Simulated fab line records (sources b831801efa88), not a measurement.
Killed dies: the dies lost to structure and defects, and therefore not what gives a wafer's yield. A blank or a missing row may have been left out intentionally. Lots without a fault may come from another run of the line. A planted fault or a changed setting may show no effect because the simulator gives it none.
Which tool did it? || flow gf180mcu || 42 wafers from 14 lots sampled at 5 of the route's 602 steps

## WHAT THE GAUGES SHOWED, per wafer
GF_VT_IMPLANT_OVL_MEAS_29. Usual: for VT_IMPLANT_02_OVL the level is -0.1 nm and the standard deviation is 1.3.
{"lot": "L888", "measured": "day 6 20:33", "on": "overlay-01", "VT_IMPLANT_02_OVL (nm)": "0.4 -0.4 0.5", "flag": ""}
{"lot": "L889", "measured": "day 7 03:45", "on": "overlay-01", "VT_IMPLANT_02_OVL (nm)": "1.0 -0.8 2.6", "flag": ""}
{"lot": "L892", "measured": "day 8 01:07", "on": "overlay-01", "VT_IMPLANT_02_OVL (nm)": "-0.8 -1.1 -1.4", "flag": ""}
{"lot": "L896", "measured": "day 9 00:12", "on": "overlay-02", "VT_IMPLANT_02_OVL (nm)": "0.3 1.1 -1.8", "flag": ""}
{"lot": "L897", "measured": "day 9 05:54", "on": "overlay-02", "VT_IMPLANT_02_OVL (nm)": "-0.4 0.8 0.6", "flag": ""}
{"lot": "L898", "measured": "day 9 14:39", "on": "overlay-02", "VT_IMPLANT_02_OVL (nm)": "0.3 1.4 -0.6", "flag": ""}
{"lot": "L899", "measured": "day 9 19:40", "on": "overlay-01", "VT_IMPLANT_02_OVL (nm)": "-0.9 -1.0 -0.6", "flag": ""}
{"lot": "L900", "measured": "day 10 00:22", "on": "overlay-02", "VT_IMPLANT_02_OVL (nm)": "204.0 204.8 204.5", "flag": "OFF"}
{"lot": "L901", "measured": "day 10 07:57", "on": "overlay-01", "VT_IMPLANT_02_OVL (nm)": "202.8 202.9 201.4", "flag": "OFF"}
{"lot": "L904", "measured": "day 11 02:28", "on": "overlay-02", "VT_IMPLANT_02_OVL (nm)": "203.4 204.0 204.5", "flag": "OFF"}
{"lot": "L905", "measured": "day 11 10:37", "on": "overlay-02", "VT_IMPLANT_02_OVL (nm)": "207.0 207.9 206.1", "flag": "OFF"}
{"lot": "L906", "measured": "day 11 14:01", "on": "overlay-01", "VT_IMPLANT_02_OVL (nm)": "1.8 1.8 1.5", "flag": ""}
{"lot": "L910", "measured": "day 12 14:57", "on": "overlay-01", "VT_IMPLANT_02_OVL (nm)": "0.5 0.7 -1.5", "flag": ""}
{"lot": "L911", "measured": "day 12 22:28", "on": "overlay-02", "VT_IMPLANT_02_OVL (nm)": "-0.1 -2.7 1.1", "flag": ""}

GF_V2_THK_MEAS_03. Usual: for V2_CVD_02_THK the level is 855 nm and the standard deviation is 13.
{"lot": "L888", "measured": "day 19 04:08", "on": "film metro-03", "V2_CVD_02_THK (nm)": "838 862 869", "flag": ""}
{"lot": "L889", "measured": "day 19 14:12", "on": "film metro-02", "V2_CVD_02_THK (nm)": "841 851 864", "flag": ""}
{"lot": "L892", "measured": "day 21 02:02", "on": "film metro-03", "V2_CVD_02_THK (nm)": "851 867 869", "flag": ""}
{"lot": "L896", "measured": "day 23 01:04", "on": "film metro-01", "V2_CVD_02_THK (nm)": "847 856 879", "flag": ""}
{"lot": "L897", "measured": "day 22 22:44", "on": "film metro-01", "V2_CVD_02_THK (nm)": "855 850 833", "flag": ""}
{"lot": "L898", "measured": "day 23 18:17", "on": "film metro-03", "V2_CVD_02_THK (nm)": "828 846 865", "flag": ""}
{"lot": "L899", "measured": "day 23 20:37", "on": "film metro-01", "V2_CVD_02_THK (nm)": "859 841 878", "flag": ""}
{"lot": "L900", "measured": "day 23 21:22", "on": "film metro-01", "V2_CVD_02_THK (nm)": "865 848 859", "flag": ""}
{"lot": "L901", "measured": "day 24 06:16", "on": "film metro-03", "V2_CVD_02_THK (nm)": "827 842 858", "flag": ""}
{"lot": "L904", "measured": "day 25 03:15", "on": "film metro-01", "V2_CVD_02_THK (nm)": "876 864 882", "flag": ""}
{"lot": "L905", "measured": "day 24 22:04", "on": "film metro-01", "V2_CVD_02_THK (nm)": "853 872 876", "flag": ""}
{"lot": "L906", "measured": "day 25 10:48", "on": "film metro-01", "V2_CVD_02_THK (nm)": "868 855 863", "flag": ""}
{"lot": "L910", "measured": "day 26 09:16", "on": "film metro-02", "V2_CVD_02_THK (nm)": "861 872 871", "flag": ""}
{"lot": "L911", "measured": "day 26 18:10", "on": "film metro-01", "V2_CVD_02_THK (nm)": "858 837 869", "flag": ""}

GF_V2_CD_MEAS_14 targets a cd of 260 nm. Usual: 260.3 nm for cd nm, sd 1.2.
{"lot": "L888", "measured": "day 20 04:26", "on": "cd sem-01", "cd nm (nm)": "261.4 262.5 261.8", "flag": ""}
{"lot": "L889", "measured": "day 20 14:29", "on": "cd sem-02", "cd nm (nm)": "258.6 259.1 258.5", "flag": ""}
{"lot": "L892", "measured": "day 22 01:41", "on": "cd sem-01", "cd nm (nm)": "260.5 260.1 260.0", "flag": ""}
{"lot": "L896", "measured": "day 23 23:58", "on": "cd sem-01", "cd nm (nm)": "259.8 259.4 259.4", "flag": ""}
{"lot": "L897", "measured": "day 23 22:02", "on": "cd sem-02", "cd nm (nm)": "260.1 260.1 260.9", "flag": ""}
{"lot": "L898", "measured": "day 24 16:41", "on": "cd sem-02", "cd nm (nm)": "261.3 262.0 261.2", "flag": ""}
{"lot": "L899", "measured": "day 24 19:05", "on": "cd sem-02", "cd nm (nm)": "260.9 259.9 259.9", "flag": ""}
{"lot": "L900", "measured": "day 24 19:41", "on": "cd sem-02", "cd nm (nm)": "259.8 259.1 259.8", "flag": ""}
{"lot": "L901", "measured": "day 25 04:16", "on": "cd sem-02", "cd nm (nm)": "259.3 260.0 260.0", "flag": ""}
{"lot": "L904", "measured": "day 26 00:44", "on": "cd sem-02", "cd nm (nm)": "260.2 259.7 259.8", "flag": ""}
{"lot": "L905", "measured": "day 25 19:56", "on": "cd sem-02", "cd nm (nm)": "262.6 261.9 261.9", "flag": ""}
{"lot": "L906", "measured": "day 26 06:59", "on": "cd sem-01", "cd nm (nm)": "259.1 259.4 259.6", "flag": ""}
{"lot": "L910", "measured": "day 27 05:20", "on": "cd sem-02", "cd nm (nm)": "261.4 263.0 262.8", "flag": ""}
{"lot": "L911", "measured": "day 27 14:18", "on": "cd sem-02", "cd nm (nm)": "260.6 261.5 259.9", "flag": ""}

## WHICH TOOL RAN EACH LOT (tool, then ch and the chambers of the sampled wafers, then the start)
{"lot": "L888", "GF_VT_IMPLANT_EXPOSE_26": "iline stepper-01 ch 0, day 6 13:06", "GF_V1_STRIP_18": "plasma asher-03 ch 0,1, day 18 02:16"}
{"lot": "L889", "GF_VT_IMPLANT_EXPOSE_26": "iline stepper-02 ch 0, day 6 20:02", "GF_V1_STRIP_18": "plasma asher-04 ch 0,1, day 18 11:43"}
{"lot": "L892", "GF_VT_IMPLANT_EXPOSE_26": "iline stepper-02 ch 0, day 7 17:12", "GF_V1_STRIP_18": "plasma asher-04 ch 0,1, day 19 23:23"}
{"lot": "L896", "GF_VT_IMPLANT_EXPOSE_26": "iline stepper-01 ch 0, day 8 15:40", "GF_V1_STRIP_18": "plasma asher-04 ch 0,1, day 21 22:28"}
{"lot": "L897", "GF_VT_IMPLANT_EXPOSE_26": "iline stepper-02 ch 0, day 8 21:44", "GF_V1_STRIP_18": "plasma asher-02 ch 0,1, day 21 21:23"}
{"lot": "L898", "GF_VT_IMPLANT_EXPOSE_26": "iline stepper-01 ch 0, day 9 06:26", "GF_V1_STRIP_18": "plasma asher-03 ch 0,1, day 22 17:43"}
{"lot": "L899", "GF_VT_IMPLANT_EXPOSE_26": "iline stepper-01 ch 0, day 9 11:36", "GF_V1_STRIP_18": "plasma asher-02 ch 0,1, day 22 20:32"}
{"lot": "L900", "GF_VT_IMPLANT_EXPOSE_26": "iline stepper-01 ch 0, day 9 15:56", "GF_V1_STRIP_18": "plasma asher-03 ch 0,1, day 22 20:55"}
{"lot": "L901", "GF_VT_IMPLANT_EXPOSE_26": "iline stepper-01 ch 0, day 9 23:46", "GF_V1_STRIP_18": "plasma asher-04 ch 0,1, day 23 06:02"}
{"lot": "L904", "GF_VT_IMPLANT_EXPOSE_26": "iline stepper-01 ch 0, day 10 18:08", "GF_V1_STRIP_18": "plasma asher-04 ch 0,1, day 24 03:19"}
{"lot": "L905", "GF_VT_IMPLANT_EXPOSE_26": "iline stepper-01 ch 0, day 11 02:04", "GF_V1_STRIP_18": "plasma asher-04 ch 0,1, day 23 22:06"}
{"lot": "L906", "GF_VT_IMPLANT_EXPOSE_26": "iline stepper-02 ch 0, day 11 05:23", "GF_V1_STRIP_18": "plasma asher-04 ch 0,1, day 24 10:41"}
{"lot": "L910", "GF_VT_IMPLANT_EXPOSE_26": "iline stepper-02 ch 0, day 12 06:08", "GF_V1_STRIP_18": "plasma asher-02 ch 0,1, day 25 10:58"}
{"lot": "L911", "GF_VT_IMPLANT_EXPOSE_26": "iline stepper-02 ch 0, day 12 12:34", "GF_V1_STRIP_18": "plasma asher-02 ch 0,1, day 25 20:02"}
- GF_VT_IMPLANT_EXPOSE_26: exposes mask LVPWELL HV AREA, target cd 860 nm.
- GF_V1_STRIP_18: strips in O2/N2.

## WHAT THE TOOLS THEMSELVES READ (means of the sampled wafers that have a number; where no wafer has one, the mark that the record gives instead)
GF_V1_STRIP_18. Usual: drypump motor current A 5.86 A, standard deviation 0.15; heater power w 335 W, standard deviation 33; n2 flow sccm 299.9 sccm, standard deviation 0.88; oes product au 0.593 a.u., standard deviation 0.0052.
{"lot": "L888", "tool": "plasma asher-03", "drypump motor current A (A)": 6.05, "heater power w (W)": 340, "n2 flow sccm (sccm)": 300.9, "oes product au (a.u.)": 0.596, "flag": ""}
{"lot": "L889", "tool": "plasma asher-04", "drypump motor current A (A)": 5.70, "heater power w (W)": 341, "n2 flow sccm (sccm)": 300.0, "oes product au (a.u.)": 0.596, "flag": ""}
{"lot": "L892", "tool": "plasma asher-04", "drypump motor current A (A)": 5.72, "heater power w (W)": 325, "n2 flow sccm (sccm)": 300.4, "oes product au (a.u.)": 0.597, "flag": ""}
{"lot": "L896", "tool": "plasma asher-04", "drypump motor current A (A)": 5.78, "heater power w (W)": 331, "n2 flow sccm (sccm)": 299.9, "oes product au (a.u.)": 0.593, "flag": ""}
{"lot": "L897", "tool": "plasma asher-02", "drypump motor current A (A)": 5.94, "heater power w (W)": 355, "n2 flow sccm (sccm)": 299.5, "oes product au (a.u.)": 0.589, "flag": ""}
{"lot": "L898", "tool": "plasma asher-03", "drypump motor current A (A)": 5.92, "heater power w (W)": 342, "n2 flow sccm (sccm)": 300.4, "oes product au (a.u.)": 0.589, "flag": ""}
{"lot": "L899", "tool": "plasma asher-02", "drypump motor current A (A)": 5.91, "heater power w (W)": 316, "n2 flow sccm (sccm)": 299.8, "oes product au (a.u.)": 0.598, "flag": ""}
{"lot": "L900", "tool": "plasma asher-03", "drypump motor current A (A)": 6.02, "heater power w (W)": 333, "n2 flow sccm (sccm)": 300.5, "oes product au (a.u.)": 0.592, "flag": ""}
{"lot": "L901", "tool": "plasma asher-04", "drypump motor current A (A)": 5.70, "heater power w (W)": 326, "n2 flow sccm (sccm)": 299.2, "oes product au (a.u.)": 0.593, "flag": ""}
{"lot": "L904", "tool": "plasma asher-04", "drypump motor current A (A)": 5.70, "heater power w (W)": 321, "n2 flow sccm (sccm)": 299.3, "oes product au (a.u.)": 0.589, "flag": ""}
{"lot": "L905", "tool": "plasma asher-04", "drypump motor current A (A)": 5.71, "heater power w (W)": 328, "n2 flow sccm (sccm)": 300.8, "oes product au (a.u.)": 0.596, "flag": ""}
{"lot": "L906", "tool": "plasma asher-04", "drypump motor current A (A)": 5.71, "heater power w (W)": 328, "n2 flow sccm (sccm)": 299.7, "oes product au (a.u.)": 0.592, "flag": ""}
{"lot": "L910", "tool": "plasma asher-02", "drypump motor current A (A)": 5.94, "heater power w (W)": 349, "n2 flow sccm (sccm)": 299.2, "oes product au (a.u.)": 0.593, "flag": ""}
{"lot": "L911", "tool": "plasma asher-02", "drypump motor current A (A)": 5.89, "heater power w (W)": 318, "n2 flow sccm (sccm)": 300.3, "oes product au (a.u.)": 0.592, "flag": ""}

## THE ANSWER, worked out from the rows above alone
Rule: take the mean of a lot's wafers that have a number; if it is more than 3 standard deviations from the usual mean, the lot is off. Also off: a lot with no number at a reading for which 4 or more lots have one. The other lots that the step has rows for count as sound. Order of review: gauges by route order, followed by the tools' own readings, for which a lot's mean as printed above is used. The first step at which some lot is off is used, and at that step the reading that is off furthest; a lot without a number counts as furthest.
Off: at GF_VT_IMPLANT_OVL_MEAS_29 (VT_IMPLANT_02_OVL), L900, L901, L904, L905.
If a tool, at a process step before that reading, ran all the lots that are off and no sound lot after the first of them, it fits. Those tools and the gauges at GF_VT_IMPLANT_OVL_MEAS_29 are tried in the same way. One fits: iline stepper-01 at GF_VT_IMPLANT_EXPOSE_26. A fault onset in the window from L899 (day 9 11:36, its last sound lot) to L900 (day 9 15:56, its first lot off) fits.

## WHAT THE SIMULATOR PUT IN
Scanner matching overlay: iline stepper-01, from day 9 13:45 on, at GF_VT_IMPLANT_EXPOSE_26. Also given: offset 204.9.
Struck lots among those shown: L900, L901, L904, L905. This agrees with what the rule above found.
